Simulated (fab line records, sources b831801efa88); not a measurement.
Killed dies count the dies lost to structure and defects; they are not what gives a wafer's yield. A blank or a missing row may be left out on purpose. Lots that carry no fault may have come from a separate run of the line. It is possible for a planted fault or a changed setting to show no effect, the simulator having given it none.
Chamber matching | flow sfq_line | 4 sister chambers for SFQ_TRILAYER_I7_CMP_CMP_184 on cmp-02
The step polishes SiO2. 7 wafers are shown with their chamber, then 8 later ones without.

## WAFERS PAIRED WITH THEIR CHAMBERS
wafer  | chamber | motor_current_A (A) | slurry_filter_dp_kPa (kPa)
L965.2 | 0       | 10.8                | 13.59
L965.6 | 0       | 10.9                | 13.36
L966.4 | 2       | 10.5                | 13.56
L968.2 | 1       | 10.6                | 13.70
L968.5 | 2       | 10.7                | 13.75
L968.6 | 1       | 9.9                 | 13.65
L970.2 | 3       | 9.0                 | 13.37

## WAFERS WITH NO CHAMBER GIVEN
wafer  | motor_current_A (A) | slurry_filter_dp_kPa (kPa)
L970.4 | 10.7                | 13.54
L970.5 | 10.7                | 13.54
L971.2 | 9.6                 | 13.70
L971.3 | 10.5                | 13.46
L971.4 | 10.9                | 13.55
L975.1 | 10.3                | 13.60
L975.2 | 9.0                 | 13.41
L975.3 | 10.4                | 13.23

## WHICH CHAMBER EACH ONE RAN IN
wafer  | from the rows above          | in truth
L970.4 | can't be placed: 0 or 2 or 1 | 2
L970.5 | can't be placed: 0 or 2 or 1 | 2
L971.2 | can't be placed: 1 or 3 or 2 | 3
L971.3 | can't be placed: 0 or 2 or 1 | 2
L971.4 | can't be placed: 0 or 2 or 1 | 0
L975.1 | can't be placed: 1 or 2 or 0 | 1
L975.2 | 3                            | 3
L975.3 | can't be placed: 0 or 2 or 1 | 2
Correct placement for 1 of the 8. From these rows, 7 cannot be placed; in 7 the true chamber is one of the candidates. Placed wrongly: 0.
How it was worked out, from the rows above alone: a wafer's distance from a chamber is the root of the sum, over the readings, of the square of ((its reading less the chamber's mean) divided by the reading's scatter). The wafer belongs to the nearest chamber; if the next one is less than 2 further off, it can't be placed. For every chamber, the mean is computed from those of its wafers that are shown. The scatter: take each reading less its chamber's mean, square it, sum over the shown wafers, divide by the number of wafers less the number of chambers, and take the root.
